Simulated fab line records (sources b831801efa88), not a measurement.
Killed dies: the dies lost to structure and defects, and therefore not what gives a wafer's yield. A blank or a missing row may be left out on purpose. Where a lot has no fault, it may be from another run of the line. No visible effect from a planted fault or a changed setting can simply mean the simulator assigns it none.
Which tool is to blame? | flow gf180mcu | 18 wafers from 6 lots sampled at 3 of the route's 602 steps

## WHAT THE GAUGES READ, wafer by wafer
GF_PSD_TW_MEAS_11.
lot  | measured     | on            | PSD_TW
L133 | day 15 12:20 | film_metro-01 | 3445 3450 3444
L141 | day 18 08:25 | film_metro-01 | 3201 3207 3202
L143 | day 19 11:54 | film_metro-02 | 3130 3113 3113
L145 | day 20 08:22 | film_metro-01 | 3209 3201 3230
L149 | day 21 07:20 | film_metro-01 | 3212 3226 3206
L152 | day 22 10:31 | film_metro-02 | 3139 3130 3132

## TOOL THAT RAN EACH LOT (tool first, then ch and the chambers of the sampled wafers, then the start)
lot  | GF_PSD_IMPLANT_09               | GF_PSD_STRIP_10
L133 | implanter-03 ch 0, day 15 12:06 | plasma_asher-01 ch 0,1, day 15 12:13
L141 | implanter-02 ch 0, day 18 08:11 | plasma_asher-04 ch 1, day 18 08:18
L143 | implanter-01 ch 0, day 19 11:39 | plasma_asher-01 ch 0,1, day 19 11:48
L145 | implanter-03 ch 0, day 20 08:08 | plasma_asher-01 ch 0,1, day 20 08:15
L149 | implanter-02 ch 0, day 21 07:07 | plasma_asher-02 ch 0,1, day 21 07:15
L152 | implanter-03 ch 0, day 22 10:16 | plasma_asher-04 ch 0,1, day 22 10:25
- GF_PSD_IMPLANT_09
- GF_PSD_STRIP_10: strips in O2/N2.

## THE ANSWER, worked out from the rows above alone
Rule: what is usual is taken from the lots themselves. Put in order of their means at a reading, lots are off if they are a third of the lots or fewer, leave a main group of 4 or more, and stand apart from it by a gap of 3 or more times the standard deviation of the main group's means; of several such gaps the widest counts. A main group is skipped when, at the precision printed for the reading in the tables above, its means are all equal. Also off: a lot with no number at a reading for which 4 or more lots have one. All remaining lots with rows at the step are treated as sound.
Off: L133, at GF_PSD_TW_MEAS_11 (PSD_TW). Mean 3177 and standard deviation 42 in the main group.
A tool fits if, at a process step before that reading, it ran every lot that is off, and no sound lot after the first of them. Gauges at GF_PSD_TW_MEAS_11: tried the same way as those tools. No candidate that was tried fits.

## WHAT THE SIMULATOR HAD INSERTED
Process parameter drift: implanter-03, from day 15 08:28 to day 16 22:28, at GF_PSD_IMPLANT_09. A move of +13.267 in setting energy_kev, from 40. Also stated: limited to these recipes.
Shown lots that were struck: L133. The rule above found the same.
